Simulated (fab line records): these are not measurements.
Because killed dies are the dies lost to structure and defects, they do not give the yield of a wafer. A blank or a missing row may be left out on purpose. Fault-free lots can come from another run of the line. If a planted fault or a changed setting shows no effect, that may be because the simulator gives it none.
Which tool is to blame? -- flow gf180mcu -- Sampling: 24 lots, 72 wafers, 6 of 602 route steps

## WHAT EACH GAUGE READ, for each wafer
GF_M4_THK_MEAS_06: measures by xrf.
lot,measured,on,M4_ALCU_THK (nm)
L074,day 22 15:58,film metro-01,456 457 449
L075,day 23 08:41,film metro-01,459 451 454
L076,day 23 14:11,film metro-03,459 450 447
L077,day 23 23:53,film metro-03,456 458 458
L078,day 24 06:35,film metro-02,454 456 456
L079,day 24 19:38,film metro-01,453 453 454
L080,day 24 23:28,film metro-03,455 457 450
L081,day 25 18:14,film metro-01,461 460 457
L082,day 26 00:19,film metro-02,451 455 452
L083,day 26 01:55,film metro-01,461 460 462
L084,day 26 12:20,film metro-02,450 452 452
L085,day 26 14:27,film metro-03,461 456 454
L086,day 27 01:52,film metro-02,459 464 460
L087,day 27 11:26,film metro-01,454 454 454
L088,day 27 20:53,film metro-02,463 451 456
L089,day 27 22:29,film metro-03,466 459 460
L090,day 28 06:24,film metro-02,449 449 447
L091,day 28 11:19,film metro-01,444 450 447
L092,day 28 23:37,film metro-01,453 446 444
L093,day 29 01:29,film metro-02,454 456 452
L094,day 29 07:15,film metro-02,441 451 441
L095,day 29 17:36,film metro-03,451 447 455
L096,day 29 20:11,film metro-02,457 456 461
L097,day 30 01:04,film metro-03,448 454 453

GF_M4_CD_MEAS_14: target cd 280 nm.
lot,measured,on,cd nm (nm)
L074,day 23 14:47,cd sem-01,280.3 279.8 280.4
L075,day 24 07:04,cd sem-01,280.6 280.6 280.1
L076,day 24 12:20,cd sem-01,280.7 279.5 279.3
L077,day 24 22:09,cd sem-02,280.0 279.9 280.4
L078,day 25 04:26,cd sem-01,279.3 280.1 279.4
L079,day 25 17:12,cd sem-01,281.8 280.6 282.0
L080,day 25 20:46,cd sem-02,279.6 278.5 279.8
L081,day 26 15:13,cd sem-02,279.4 279.7 279.3
L082,day 26 21:01,cd sem-02,280.2 280.3 280.5
L083,day 26 23:25,cd sem-02,278.9 279.0 279.3
L084,day 27 08:36,cd sem-02,281.2 280.2 280.3
L085,day 27 11:00,cd sem-02,279.8 280.7 281.2
L086,day 27 21:47,cd sem-02,280.5 279.9 279.0
L087,day 28 06:52,cd sem-02,281.0 280.4 280.6
L088,day 28 16:26,cd sem-02,282.0 282.4 281.4
L089,day 28 18:29,cd sem-02,279.8 279.0 279.3
L090,day 29 01:57,cd sem-02,280.1 279.6 279.9
L091,day 29 06:47,cd sem-02,277.2 278.3 277.6
L092,day 29 18:49,cd sem-01,281.2 282.2 283.1
L093,day 29 20:07,cd sem-02,281.1 280.5 281.4
L094,day 30 02:01,cd sem-01,279.7 279.5 278.8
L095,day 30 12:11,cd sem-02,277.9 278.4 278.1
L096,day 30 14:14,cd sem-02,279.2 279.5 279.2
L097,day 30 19:56,cd sem-01,279.5 280.7 279.9

GF_V4_BOW_MEAS_05.
lot,measured,on,V4_BOW (um)
L074,day 23 16:17,film metro-04,138 141 140
L075,day 24 08:29,film metro-01,145 130 132
L076,day 24 13:44,film metro-04,141 135 123
L077,day 24 23:44,film metro-01,135 129 130
L078,day 25 05:53,film metro-03,126 122 142
L079,day 25 18:44,film metro-03,139 146 140
L080,day 25 22:09,film metro-01,132 138 143
L081,day 26 16:38,film metro-01,131 142 124
L082,day 26 22:44,film metro-04,133 134 132
L083,day 27 01:01,film metro-04,128 130 135
L084,day 27 09:59,film metro-03,124 128 136
L085,day 27 12:23,film metro-04,139 143 143
L086,day 27 23:51,film metro-03,138 138 131
L087,day 28 08:14,film metro-04,143 136 139
L088,day 28 17:49,film metro-01,132 120 132
L089,day 28 19:53,film metro-04,138 151 136
L090,day 29 03:25,film metro-01,130 132 136
L091,day 29 08:18,film metro-03,130 127 126
L092,day 29 20:12,film metro-04,134 119 136
L093,day 29 21:37,film metro-01,128 125 137
L094,day 30 03:25,film metro-04,134 116 130
L095,day 30 13:35,film metro-04,140 145 135
L096,day 30 15:37,film metro-01,124 139 125
L097,day 30 21:19,film metro-03,141 141 146

GF_V4_CD_MEAS_14: target cd 260 nm.
lot,measured,on,cd nm (nm)
L074,day 24 14:57,cd sem-01,258.9 260.1 259.0
L075,day 25 06:26,cd sem-01,258.8 259.1 259.7
L076,day 25 12:20,cd sem-02,258.6 259.6 261.0
L077,day 25 21:08,cd sem-02,260.4 259.4 260.7
L078,day 26 03:14,cd sem-02,259.4 260.4 260.7
L079,day 26 15:58,cd sem-02,257.7 257.8 257.1
L080,day 26 19:38,cd sem-02,259.6 259.9 260.5
L081,day 27 13:26,cd sem-02,259.1 259.3 257.8
L082,day 27 19:29,cd sem-02,260.6 262.2 261.8
L083,day 27 21:25,cd sem-02,259.7 261.4 259.1
L084,day 28 05:41,cd sem-02,258.3 258.6 258.9
L085,day 28 08:37,cd sem-02,260.1 259.5 260.0
L086,day 28 18:50,cd sem-02,261.4 262.5 263.2
L087,day 29 03:50,cd sem-02,260.1 260.7 261.0
L088,day 29 13:21,cd sem-02,261.2 260.8 261.5
L089,day 29 14:28,cd sem-01,260.2 259.6 261.3
L090,day 29 22:28,cd sem-01,258.4 258.4 257.3
L091,day 30 03:17,cd sem-01,259.8 258.4 259.8
L092,day 30 14:29,cd sem-01,260.3 260.7 261.2
L093,day 30 16:13,cd sem-02,260.2 258.5 260.8
L094,day 30 22:25,cd sem-01,260.6 259.5 259.6
L095,day 31 07:57,cd sem-01,257.0 257.0 257.0
L096,day 31 09:29,cd sem-02,259.9 260.0 258.9
L097,day 31 15:08,cd sem-02,261.3 260.4 261.6

## WHICH TOOL RAN EACH LOT (tool, then ch and the chambers of the sampled wafers, then the start)
lot,GF_V3_CMP_26,GF_M4_METAL_ETCH_16
L074,"cmp-01 ch 0,1, day 22 15:19","rie metal-01 ch 0,1, day 23 14:56"
L075,"cmp-02 ch 0,3, day 23 08:02","rie metal-04 ch 0,1, day 24 07:14"
L076,"cmp-01 ch 0,1,3, day 23 13:41","rie metal-04 ch 0,1, day 24 12:29"
L077,"cmp-01 ch 1,3, day 23 23:14","rie metal-04 ch 0,1, day 24 22:17"
L078,"cmp-01 ch 0,1,2, day 24 06:05","rie metal-04 ch 0,1, day 25 04:35"
L079,"cmp-02 ch 1,3, day 24 18:58","rie metal-01 ch 0, day 25 17:25"
L080,"cmp-01 ch 2,3, day 24 22:49","rie metal-02 ch 0,1, day 25 20:56"
L081,"cmp-01 ch 0,1,3, day 25 17:35","rie metal-01 ch 0,1, day 26 15:23"
L082,"cmp-01 ch 0,1,3, day 25 23:48","rie metal-02 ch 0,1, day 26 21:09"
L083,"cmp-02 ch 0,1,3, day 26 01:20","rie metal-01 ch 0, day 26 23:39"
L084,"cmp-02 ch 0,2,3, day 26 11:46","rie metal-01 ch 0,1, day 27 08:44"
L085,"cmp-02 ch 2,3, day 26 13:47","rie metal-02 ch 0,1, day 27 11:10"
L086,"cmp-02 ch 0,2, day 27 01:17","rie metal-02 ch 1, day 27 21:56"
L087,"cmp-02 ch 0,1,2, day 27 10:47","rie metal-02 ch 0,1, day 28 07:01"
L088,"cmp-01 ch 0,2, day 27 20:17","rie metal-02 ch 0, day 28 16:35"
L089,"cmp-01 ch 0,1,3, day 27 21:51","rie metal-04 ch 0, day 28 18:39"
L090,"cmp-02 ch 1,2, day 28 05:46","rie metal-04 ch 0,1, day 29 02:06"
L091,"cmp-01 ch 0,2,3, day 28 10:40","rie metal-01 ch 1, day 29 06:58"
L092,"cmp-01 ch 0,3, day 28 21:53","rie metal-02 ch 0,1, day 29 18:59"
L093,"cmp-02 ch 0,3, day 29 00:50","rie metal-01 ch 0,1, day 29 20:16"
L094,"cmp-01 ch 0,1,2, day 29 06:41","rie metal-04 ch 0,1, day 30 02:10"
L095,"cmp-02 ch 0,1, day 29 16:57","rie metal-02 ch 0,1, day 30 12:20"
L096,"cmp-02 ch 0,2,3, day 29 19:38","rie metal-01 ch 1, day 30 14:22"
L097,"cmp-02 ch 1,2,3, day 30 00:28","rie metal-01 ch 0, day 30 20:05"
- GF_V3_CMP_26: polishes, stops on SiO2, t overpolish 15 s, target thk 0 nm.
- GF_M4_METAL_ETCH_16: etches the open film in Cl2/BCl3, stops on SiO2, target depth 750.8 nm, time 125.1 s.

## WHAT THE TOOLS THEMSELVES READ (means of the sampled wafers that have a number; where no wafer has one, the mark that the record gives instead)
GF_V3_CMP_26.
lot,tool,motor current A (A),overpolish run s (s),platen rpm (rpm),retaining ring pressure frac,slurry flow ml min,time to endpoint s (s)
L074,cmp-01,11.1,14.999,59.99,1.003,150.1,92
L075,cmp-02,12.2,15.005,59.98,0.999,149.7,90
L076,cmp-01,11.0,14.993,59.99,1.000,150.2,90
L077,cmp-01,9.9,14.998,60.01,0.999,149.8,91
L078,cmp-01,11.0,15.013,59.99,0.992,149.5,88
L079,cmp-02,10.2,15.006,60.02,1.000,150.5,87
L080,cmp-01,10.5,15.002,59.98,0.993,150.6,85
L081,cmp-01,11.1,14.993,59.99,1.000,150.1,87
L082,cmp-01,11.2,15.006,59.98,1.006,149.8,88
L083,cmp-02,11.5,14.992,60.00,0.998,149.4,88
L084,cmp-02,11.8,15.008,59.99,1.001,149.7,81
L085,cmp-02,11.0,15.000,59.99,0.998,149.9,84
L086,cmp-02,12.3,14.995,59.98,1.003,149.3,86
L087,cmp-02,11.2,14.988,60.01,0.999,150.0,86
L088,cmp-01,12.2,14.991,60.01,0.997,150.0,82
L089,cmp-01,11.5,15.002,60.03,0.999,150.0,87
L090,cmp-02,10.0,15.001,60.01,1.001,149.7,86
L091,cmp-01,11.3,15.002,60.00,1.000,149.6,81
L092,cmp-01,11.2,14.995,59.99,1.001,150.3,85
L093,cmp-02,12.2,15.007,59.98,1.000,150.0,82
L094,cmp-01,11.4,15.004,59.99,1.001,149.6,90
L095,cmp-02,12.1,15.003,60.00,1.004,149.9,85
L096,cmp-02,11.9,14.997,59.98,0.998,150.5,85
L097,cmp-02,10.4,15.009,60.01,0.997,150.4,84

GF_M4_METAL_ETCH_16.
lot,tool,drypump motor current A (A),oes product au (a.u.),rf fwd power W (W),throttle valve pct (%)
L074,rie metal-01,5.7,0.995,796.3,28.222
L075,rie metal-04,5.1,0.975,797.4,28.249
L076,rie metal-04,5.1,0.986,796.5,28.241
L077,rie metal-04,5.1,0.992,798.5,28.238
L078,rie metal-04,5.1,0.976,795.4,28.252
L079,rie metal-01,5.7,0.998,789.9,28.224
L080,rie metal-02,5.7,0.986,794.1,28.231
L081,rie metal-01,5.8,0.995,793.2,28.227
L082,rie metal-02,5.3,0.994,796.2,28.222
L083,rie metal-01,5.7,0.997,797.2,28.224
L084,rie metal-01,5.8,0.994,793.0,28.230
L085,rie metal-02,5.6,0.989,798.6,28.232
L086,rie metal-02,4.9,0.997,799.0,28.227
L087,rie metal-02,5.6,1.000,796.2,28.225
L088,rie metal-02,6.1,0.993,793.6,28.217
L089,rie metal-04,5.1,0.992,798.7,28.221
L090,rie metal-04,5.1,0.981,797.8,28.239
L091,rie metal-01,5.8,0.996,798.2,28.221
L092,rie metal-02,5.3,0.995,794.6,28.223
L093,rie metal-01,5.7,0.986,795.4,28.229
L094,rie metal-04,5.1,0.991,794.2,28.218
L095,rie metal-02,5.6,0.994,794.3,28.235
L096,rie metal-01,5.8,0.995,795.9,28.232
L097,rie metal-01,5.7,0.985,792.0,28.234

## THE ANSWER, worked out from the rows above alone
Rule: usual is defined by the lots themselves. The widest of any qualifying gaps counts: lots, ordered by their means at a reading, are off when they make up no more than a third of the lots, leave a main group of 4 or more, and stand apart from it by 3 or more times the standard deviation of that group's means. If all means in a main group match to the digits the tables above print for the reading, that group is not used. Also off: a lot with no number at a reading for which 4 or more lots have one. Where the step has rows for the other lots, those lots are counted as sound. First the gauges in route order, then the tools' own readings, where a lot's mean is used as printed above. The first step at which some lot is off is used, and at that step the reading that is off furthest; a lot without a number counts as furthest.
None of the lots is off at any reading shown; this tells nothing.

## WHAT THE SIMULATOR HAD PUT IN
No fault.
